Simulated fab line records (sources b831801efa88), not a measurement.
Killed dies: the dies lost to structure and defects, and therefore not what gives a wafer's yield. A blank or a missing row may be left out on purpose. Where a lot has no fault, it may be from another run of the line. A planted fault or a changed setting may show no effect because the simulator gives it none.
Chamber matching	flow sky130	SKY_VIA3_ETCH_14 on rieDiel-02 has 4 sister chambers
The step etches BARC in N2/H2, stops on SiO2, time 45.9 s, target depth 60 nm. 14 wafers are shown with their chamber, then 7 later ones without.

== EACH WAFER AND ITS CHAMBER ==
wafer	chamber	throttleValvePct (%)	oesProductAu (a.u.)
L245.2	3	13.213	0.863
L245.4	2	13.239	0.850
L245.6	1	13.220	0.856
L247.2	3	13.218	0.859
L247.4	0	13.221	0.849
L247.6	3	13.215	0.858
L250.1	2	13.253	0.851
L250.3	3	13.220	0.859
L250.4	0	13.237	0.845
L252.1	0	13.233	0.853
L252.2	2	13.220	0.857
L252.4	3	13.213	0.855
L256.3	0	13.220	0.848
L256.5	0	13.230	0.859

SIGNATURES, as means of the wafers listed above
reading	chamber 0	chamber 1	chamber 2	chamber 3	scatter within a chamber
throttleValvePct	13.22820	13.22000	13.23733	13.21580	0.009
oesProductAu	0.85080	0.85600	0.85267	0.85880	0.00422
Rule: distance of a wafer from a chamber = root of the sum over the readings of ((wafer's reading minus chamber's mean) / reading's scatter) squared. If the next closest chamber is less than 2 further off than the closest, the wafer can't be placed; otherwise it belongs to the closest. The scatter: take each reading less its chamber's mean, square it, sum over the shown wafers, divide by the number of wafers less the number of chambers, and take the root.

== WAFERS WITH NO CHAMBER GIVEN ==
wafer	throttleValvePct (%)	oesProductAu (a.u.)
L256.6	13.224	0.850
L261.1	13.220	0.858
L261.3	13.236	0.851
L261.4	13.224	0.858
L266.1	13.208	0.853
L266.4	13.223	0.860
L266.6	13.229	0.853

== CHAMBER TAKEN BY EACH ==
wafer	from the rows above	in truth
L256.6	can't be placed: 0 or 1 or 2 or 3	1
L261.1	can't be placed: 1 or 3 or 0 or 2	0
L261.3	can't be placed: 2 or 0 or 1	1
L261.4	can't be placed: 1 or 3 or 0 or 2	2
L266.1	can't be placed: 1 or 3 or 0 or 2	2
L266.4	can't be placed: 3 or 1 or 0 or 2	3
L266.6	can't be placed: 0 or 2 or 1 or 3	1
0 of 7 placed correctly. Not placeable from these rows: 7 (in 7, the candidates include the true chamber). Number placed wrongly: 0.
